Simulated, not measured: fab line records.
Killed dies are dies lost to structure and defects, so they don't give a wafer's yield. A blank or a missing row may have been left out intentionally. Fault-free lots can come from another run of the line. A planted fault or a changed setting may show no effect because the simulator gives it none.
Matching of chambers :: flow gf180mcu :: 4 sister chambers for GF_V5_CMP_04 on cmp-02
The step polishes SiO2. 16 wafers are shown with their chamber, then 8 later ones without.

## EACH WAFER AND ITS CHAMBER
wafer: L946.2
chamber: 1
motor_current_A (A): 13.3
slurry_filter_dp_kPa (kPa): 13.51

wafer: L946.4
chamber: 0
motor_current_A (A): 11.3
slurry_filter_dp_kPa (kPa): 13.61

wafer: L946.5
chamber: 2
motor_current_A (A): 10.8
slurry_filter_dp_kPa (kPa): 13.43

wafer: L948.1
chamber: 1
motor_current_A (A): 12.0
slurry_filter_dp_kPa (kPa): 13.56

wafer: L948.4
chamber: 3
motor_current_A (A): 13.0
slurry_filter_dp_kPa (kPa): 13.30

wafer: L948.5
chamber: 0
motor_current_A (A): 10.8
slurry_filter_dp_kPa (kPa): 13.57

wafer: L950.1
chamber: 3
motor_current_A (A): 12.9
slurry_filter_dp_kPa (kPa): 13.50

wafer: L950.2
chamber: 0
motor_current_A (A): 11.4
slurry_filter_dp_kPa (kPa): 13.44

wafer: L950.6
chamber: 1
motor_current_A (A): 12.8
slurry_filter_dp_kPa (kPa): 13.37

wafer: L956.1
chamber: 2
motor_current_A (A): 10.8
slurry_filter_dp_kPa (kPa): 13.54

wafer: L956.4
chamber: 3
motor_current_A (A): 12.2
slurry_filter_dp_kPa (kPa): 13.28

wafer: L956.5
chamber: 1
motor_current_A (A): 12.4
slurry_filter_dp_kPa (kPa): 13.27

wafer: L963.2
chamber: 1
motor_current_A (A): 12.5
slurry_filter_dp_kPa (kPa): 13.47

wafer: L963.3
chamber: 3
motor_current_A (A): 12.1
slurry_filter_dp_kPa (kPa): 13.42

wafer: L963.6
chamber: 3
motor_current_A (A): 12.3
slurry_filter_dp_kPa (kPa): 13.46

wafer: L965.1
chamber: 3
motor_current_A (A): 12.0
slurry_filter_dp_kPa (kPa): 13.70

SIGNATURES (averages over the wafers above)
reading: motor_current_A
chamber 0: 11.167
chamber 1: 12.600
chamber 2: 10.800
chamber 3: 12.417
scatter within a chamber: 0.414

reading: slurry_filter_dp_kPa
chamber 0: 13.5400
chamber 1: 13.4360
chamber 2: 13.4850
chamber 3: 13.4433
scatter within a chamber: 0.127
Rule: distance of a wafer from a chamber = root of the sum over the readings of ((wafer's reading minus chamber's mean) / reading's scatter) squared. If the next closest chamber is less than 2 further off than the closest, the wafer can't be placed; otherwise it belongs to the closest. The scatter: the root of (the sum of the squares of (reading less its chamber's mean) over the shown wafers, divided by (wafers less chambers)).

## WAFERS WITHOUT THEIR CHAMBER
wafer: L965.2
motor_current_A (A): 12.4
slurry_filter_dp_kPa (kPa): 13.44

wafer: L965.5
motor_current_A (A): 10.7
slurry_filter_dp_kPa (kPa): 13.61

wafer: L966.1
motor_current_A (A): 10.9
slurry_filter_dp_kPa (kPa): 13.26

wafer: L966.3
motor_current_A (A): 11.2
slurry_filter_dp_kPa (kPa): 13.62

wafer: L966.4
motor_current_A (A): 13.3
slurry_filter_dp_kPa (kPa): 13.54

wafer: L968.1
motor_current_A (A): 12.0
slurry_filter_dp_kPa (kPa): 13.25

wafer: L968.2
motor_current_A (A): 12.9
slurry_filter_dp_kPa (kPa): 13.49

wafer: L968.3
motor_current_A (A): 10.3
slurry_filter_dp_kPa (kPa): 13.50

## EACH ONE'S CHAMBER
wafer: L965.2
from the rows above: can't be placed: 3 or 1
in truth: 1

wafer: L965.5
from the rows above: can't be placed: 2 or 0
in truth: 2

wafer: L966.1
from the rows above: can't be placed: 2 or 0
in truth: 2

wafer: L966.3
from the rows above: can't be placed: 0 or 2
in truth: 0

wafer: L966.4
from the rows above: can't be placed: 1 or 3
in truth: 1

wafer: L968.1
from the rows above: can't be placed: 3 or 1 or 0 or 2
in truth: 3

wafer: L968.2
from the rows above: can't be placed: 1 or 3
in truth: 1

wafer: L968.3
from the rows above: can't be placed: 2 or 0
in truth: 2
Correct placement for 0 of the 8. Can't be placed from these rows: 8 (the true chamber is among the candidates in 8). Number placed wrongly: 0.
